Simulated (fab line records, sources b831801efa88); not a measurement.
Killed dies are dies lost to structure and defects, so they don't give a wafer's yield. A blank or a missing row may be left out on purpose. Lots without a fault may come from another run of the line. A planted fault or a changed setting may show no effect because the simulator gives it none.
A struck lot beside a sound one | flow sky130 | 14 steps out of a route of 708
Sound: wafers L950.1, L950.4, L950.5. Struck: wafers L942.3, L942.5, L942.6. The cause comes at the end.
At each step with rows: each side's tool, then ch and its chambers, then its first start. Under that, the readings that differ: sound wafers | struck wafers | difference of the means | sigmas: that difference in standard deviations of wafers without a fault.
alike: readings whose means differ by less than 2 such deviations, and words and numbers that are the same on both sides. not compared: withheld readings, readings that some wafer has no value for, bounds like >300 that may hide the same value, and numbers for which the record gives no deviation and whose values overlap.
The two part at a step that has a row with sigmas, a row that says differs or no value, or rows on one side only. Numbers that don't overlap but have no deviation are shown without sigmas and don't part them. A reading that every wafer of one side lacks parts them only if that side has two wafers or more.

first, 3 steps without rows for these wafers: SKY_PASSIVATION_EXPOSE_08 (exposes mask NSM, target cd 3000 nm); SKY_PASSIVATION_PEB_09; SKY_PASSIVATION_DEVELOP_10 (develop time 60 s).
SKY_PASSIVATION_ETCH_11: etches the open film in CF4/O2, stops on AlCu, target depth 725 nm, time 161.1 s.
  sound on rie_diel-04 ch 0,1,2, day 49 10:41; struck on rie_diel-02 ch 1,2, day 48 02:37
  reading    | sound             | struck            | difference | sigmas
  bias_w (W) | 149.7 149.7 148.9 | 150.3 150.4 150.2 | +0.9       | +2
  alike: O2_flow_sccm, drypump_motor_current_A, oes_product_au, throttle_valve_pct
  not compared: rf_hours_counter_h
SKY_PASSIVATION_STRIP_12: strips in O2/N2.
  sound on plasma_asher-01 ch 0,1, day 49 10:47; struck on plasma_asher-01 ch 0,1, day 48 02:46
  alike: drypump_motor_current_A, oes_product_au, strip_time_to_endpoint_s
  not compared: rf_hours_counter_h
then, 7 steps without rows for these wafers: SKY_PAD_OPEN_DEHYDRATE_00 (time 60 s); SKY_PAD_OPEN_HMDS_01 (prime time 60 s); SKY_PAD_OPEN_COAT_02 (resist thk 2966 nm); SKY_PAD_OPEN_SOFTBAKE_03; SKY_PAD_OPEN_EXPOSE_04 (exposes mask PDM, target cd 60000 nm); SKY_PAD_OPEN_PEB_05; SKY_PAD_OPEN_DEVELOP_06 (develop time 60 s).
SKY_PAD_OPEN_ETCH_07: etches the open film in CF4/O2, stops on AlCu, target depth 725 nm, time 161.1 s.
  sound on rie_diel-04 ch 1,3, day 50 04:01; struck on rie_diel-01 ch 0,1, day 48 21:25
  no value came back on the struck wafers for any of 6 readings (O2_flow_sccm (sccm), bias_w (W) and others); on the sound wafers O2_flow_sccm (sccm) reads 9.954 9.975 10.036
  not compared: rf_hours_counter_h
SKY_PAD_OPEN_STRIP_08: strips in O2/N2.
  sound on plasma_asher-04 ch 0,1, day 50 04:07; struck on plasma_asher-03 ch 0,1, day 48 21:34
  reading                      | sound             | struck            | difference | sigmas
  strip_time_to_endpoint_s (s) | 36.71 36.64 36.64 | 36.43 36.43 36.50 | -0.21      | -2
  alike: drypump_motor_current_A, oes_product_au
  not compared: rf_hours_counter_h

WHERE THEY PART
First at SKY_PASSIVATION_ETCH_11; last, within this record, at SKY_PAD_OPEN_STRIP_08.

WHY: what the simulator had put in
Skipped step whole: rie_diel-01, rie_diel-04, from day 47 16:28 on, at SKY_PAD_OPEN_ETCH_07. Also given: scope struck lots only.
